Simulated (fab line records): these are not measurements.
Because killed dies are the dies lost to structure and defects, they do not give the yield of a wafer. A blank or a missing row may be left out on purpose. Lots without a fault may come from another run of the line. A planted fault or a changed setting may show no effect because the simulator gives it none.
A single fault, viewed from 2 desks :: flow sky130 :: numbers are kept per desk, each desk with only its own; the story behind them comes last

DESK OF THE TOOL OWNER: pvd-sputter-03
At SKY_LI_CONTACT_SPUTTER_20 (material TiN, target thk 20 nm, time 80 s) the tool's own readings: per lot run on this tool, the mean of the sampled wafers that have a number. Any lot whose mean is over 4 standard deviations away from the usual mean is out of limits and marked OUT; that distance is given in the brackets.
Columns: A = chamber-pressure-pa at SKY_LI_CONTACT_SPUTTER_20, usual 5.001 Pa; B = throttle-valve-pct at SKY_LI_CONTACT_SPUTTER_20, usual 29.8 %
lot: L545
first seen here: day 30 22:51
A: 4.993
B: 30.2

lot: L553
first seen here: day 33 18:14
A: 3.885 (-99 or more) OUT
B: 34.4 (+6.0) OUT

lot: L556
first seen here: day 34 21:01
A: 3.885 (-99 or more) OUT
B: 33.1 (+4.3) OUT
Finding of this desk: L553, L556 out of limits; the first was L553 at day 33 18:14, on chamber-pressure-pa at SKY_LI_CONTACT_SPUTTER_20. In limits: L545.

FROM THE METROLOGY DESK
What the gauges read, lot by lot, whatever tool the lot ran on: means of the sampled wafers that have a number. Any lot whose mean is over 4 standard deviations away from the usual mean is out of limits and marked OUT; that distance is given in the brackets.
Columns: A = cd-nm at SKY_LI_CONTACT_CD_MEAS_12, usual 169.8 nm; B = LI_CONTACT_OVL at SKY_LI_CONTACT_OVL_MEAS_13, usual -2 nm
lot: L543
first seen here: day 30 17:04
A: 171.7
B: -2

lot: L545
first seen here: day 30 22:08
A: 169.9
B: -10

lot: L553
first seen here: day 33 17:33
A: 169.9
B: 1

lot: L556
first seen here: day 34 20:21
A: 168.7
B: -6

lot: L559
first seen here: day 35 11:55
A: 171.7
B: 1

lot: L561
first seen here: day 35 21:35
A: 171.6
B: -10
Result from this desk: across the 6 lots, nothing is out of limits.

PUT TOGETHER
On L553, L556, at day 33 18:14, an alarm was possible from the tool owner's desk.
At the metrology desk, nothing out of limits was observed.
The metrology desk holds a record of L553, L556, inside its limits.
Of the lots named, all ran SKY_LI_CONTACT_SPUTTER_20 on pvd-sputter-03.

WHAT THE SIMULATOR PUT IN
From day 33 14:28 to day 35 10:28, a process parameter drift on pvd-sputter-03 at SKY_LI_CONTACT_SPUTTER_20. From 5, the setting chamber-pressure-pa moved by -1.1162. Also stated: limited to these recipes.
Shown lots that were struck: L553, L556.
Delay in hours, fault start to first out-of-limits reading, by desk: the tool owner's desk at 4.
